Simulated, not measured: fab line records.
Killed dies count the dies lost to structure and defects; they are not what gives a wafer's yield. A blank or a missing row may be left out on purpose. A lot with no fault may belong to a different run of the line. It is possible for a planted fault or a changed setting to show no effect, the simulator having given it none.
Which tool was responsible?    flow sky130    14 lots with 42 wafers sampled at 3 steps, on a route of 708 steps

WHAT THE GAUGES READ, wafer by wafer
SKY_VIA2_THK_MEAS_01. Usual: for VIA2_HDPCVD_THK the level is 1182 nm and the standard deviation is 12.
lot   measured      on             VIA2_HDPCVD_THK (nm)  flag
L231  day 35 03:08  film metro-01  1194 1198 1178        
L233  day 35 19:29  film metro-01  1203 1204 1195        
L234  day 36 08:41  film metro-01  1170 1178 1190        
L235  day 36 22:33  film metro-02  1186 1188 1177        
L236  day 37 00:02  film metro-04  1178 1174 1180        
L237  day 37 07:31  film metro-02  1190 1168 1181        
L243  day 39 11:46  film metro-04  1175 1193 1160        
L244  day 39 17:21  film metro-04  1194 1184 1191        
L247  day 40 05:35  film metro-02  1184 1179 1183        
L249  day 41 00:26  film metro-02  1196 1192 1168        
L250  day 41 04:17  film metro-04  1179 1170 1166        
L252  day 41 19:56  film metro-02  1178 1186 1179        
L253  day 42 00:41  film metro-04  1197 1208 1196        
L254  day 42 01:41  film metro-04  1169 1166 1184        

SKY_VIA2_BOW_MEAS_03. Usual: for VIA2_BOW the level is 87 um and the standard deviation is 7.
lot   measured      on             VIA2_BOW (um)  flag
L231  day 35 03:31  film metro-04  89 84 88       
L233  day 35 19:50  film metro-02  97 92 89       
L234  day 36 09:04  film metro-02  79 87 78       
L235  day 36 22:56  film metro-01  92 93 81       
L236  day 37 00:25  film metro-01  91 91 74       
L237  day 37 07:54  film metro-01  86 92 87       
L243  day 39 12:10  film metro-02  69 81 87       
L244  day 39 17:43  film metro-02  88 83 79       
L247  day 40 05:57  film metro-01  101 100 90     
L249  day 41 00:49  film metro-02  90 87 93       
L250  day 41 04:40  film metro-02  85 94 80       
L252  day 41 20:23  film metro-02  90 88 83       
L253  day 42 01:02  film metro-04  89 105 78      
L254  day 42 02:03  film metro-02  88 96 88       

TOOL THAT RAN EACH LOT (tool first, then ch and the chambers of the sampled wafers, then the start)
lot   SKY_METAL2_STRIP_20
L231  plasma asher-04 ch 0,1, day 35 02:25
L233  plasma asher-04 ch 0,1, day 35 18:46
L234  plasma asher-02 ch 0,1, day 36 07:58
L235  plasma asher-03 ch 0,1, day 36 21:51
L236  plasma asher-02 ch 0,1, day 36 23:19
L237  plasma asher-03 ch 0,1, day 37 06:45
L243  plasma asher-03 ch 0,1, day 39 11:03
L244  plasma asher-04 ch 0,1, day 39 16:32
L247  plasma asher-02 ch 0,1, day 40 04:50
L249  plasma asher-02 ch 0,1, day 40 23:43
L250  plasma asher-02 ch 0,1, day 41 03:34
L252  plasma asher-02 ch 0,1, day 41 19:10
L253  plasma asher-02 ch 0,1, day 41 23:58
L254  plasma asher-02 ch 0, day 42 00:58
- SKY_METAL2_STRIP_20: strips in O2/N2.

AS READ BY THE TOOLS THEMSELVES (means over the sampled wafers that have a number; for cases with no such wafer, the mark the record gives instead)
SKY_METAL2_STRIP_20. Usual: drypump motor current A 5.55 A, standard deviation 0.21; oes product au 0.341 a.u., standard deviation 0.0044; strip time to endpoint s 2.66 s, standard deviation 0.033.
lot   tool             drypump motor current A (A)  oes product au (a.u.)  strip time to endpoint s (s)  flag
L231  plasma asher-04  5.78                         0.345                  2.71                          
L233  plasma asher-04  5.78                         0.341                  2.69                          
L234  plasma asher-02  5.57                         0.346                  2.61                          
L235  plasma asher-03  5.34                         0.342                  2.68                          
L236  plasma asher-02  5.57                         0.341                  2.62                          
L237  plasma asher-03  5.34                         0.343                  2.65                          
L243  plasma asher-03  5.22                         0.344                  2.68                          
L244  plasma asher-04  5.80                         0.338                  2.65                          
L247  plasma asher-02  5.61                         0.341                  2.65                          
L249  plasma asher-02  5.62                         0.341                  2.66                          
L250  plasma asher-02  5.57                         0.341                  2.65                          
L252  plasma asher-02  5.57                         0.343                  2.69                          
L253  plasma asher-02  5.60                         0.343                  2.70                          
L254  plasma asher-02  5.65                         0.341                  2.66                          

THE ANSWER, worked out from the rows above alone
Rule: lot off if the mean of its wafers having a number is beyond 3 standard deviations from the usual mean. Also off: a lot with no number at a reading for which 4 or more lots have one. The other lots that the step has rows for count as sound. Order of review: gauges by route order, followed by the tools' own readings, for which a lot's mean as printed above is used. At the first step where some lot is off, the reading lying furthest off is the one used; lots without a number count as furthest.
No lot is off at any reading shown: from this, nothing can be told.

WHAT THE SIMULATOR HAD INSERTED
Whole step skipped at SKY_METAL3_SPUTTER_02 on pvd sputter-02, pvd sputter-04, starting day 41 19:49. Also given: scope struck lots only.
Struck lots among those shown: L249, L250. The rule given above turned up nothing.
